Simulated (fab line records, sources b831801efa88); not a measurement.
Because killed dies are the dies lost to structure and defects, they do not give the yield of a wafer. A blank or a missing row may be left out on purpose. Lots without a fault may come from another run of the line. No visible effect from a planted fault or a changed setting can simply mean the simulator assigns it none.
Which tool is to blame? :: flow gf180mcu :: 33 wafers sampled from 11 lots at 1 step of a route of 602

== WHAT THE GAUGES READ, wafer by wafer ==
GF_V4_THK_MEAS_01.
lot: L981
measured: day 25 12:25
on: film_metro-02
V4_CVD_00_THK (nm): 591 600 592

lot: L982
measured: day 25 22:08
on: film_metro-01
V4_CVD_00_THK (nm): 597 591 602

lot: L988
measured: day 28 16:29
on: film_metro-01
V4_CVD_00_THK (nm): 602 585 603

lot: L990
measured: day 28 21:35
on: film_metro-01
V4_CVD_00_THK (nm): 581 602 587

lot: L991
measured: day 29 03:06
on: film_metro-03
V4_CVD_00_THK (nm): 594 600 600

lot: L993
measured: day 29 15:47
on: film_metro-03
V4_CVD_00_THK (nm): 596 581 581

lot: L992
measured: day 29 17:27
on: film_metro-03
V4_CVD_00_THK (nm): 599 609 600

lot: L995
measured: day 29 23:04
on: film_metro-03
V4_CVD_00_THK (nm): 595 604 603

lot: L994
measured: day 30 02:45
on: film_metro-02
V4_CVD_00_THK (nm): 590 597 594

lot: L997
measured: day 30 16:10
on: film_metro-01
V4_CVD_00_THK (nm): 594 593 603

lot: L998
measured: day 30 19:22
on: film_metro-01
V4_CVD_00_THK (nm): 599 590 593

== WHICH TOOL RAN EACH LOT (tool, then ch and the chambers of the sampled wafers, then the start) ==
Record: no process step prior to these readings.

== THE ANSWER, worked out from the rows above alone ==
Rule: the usual values come from the lots themselves. The widest of any qualifying gaps counts: lots, ordered by their means at a reading, are off when they make up no more than a third of the lots, leave a main group of 4 or more, and stand apart from it by 3 or more times the standard deviation of that group's means. A main group is skipped when, at the precision printed for the reading in the tables above, its means are all equal. Also off: a lot with no number at a reading for which 4 or more lots have one. The other lots that the step has rows for count as sound.
Nothing can be told from this: no lot is off at any reading shown.

== WHAT WAS PUT IN BY THE SIMULATOR ==
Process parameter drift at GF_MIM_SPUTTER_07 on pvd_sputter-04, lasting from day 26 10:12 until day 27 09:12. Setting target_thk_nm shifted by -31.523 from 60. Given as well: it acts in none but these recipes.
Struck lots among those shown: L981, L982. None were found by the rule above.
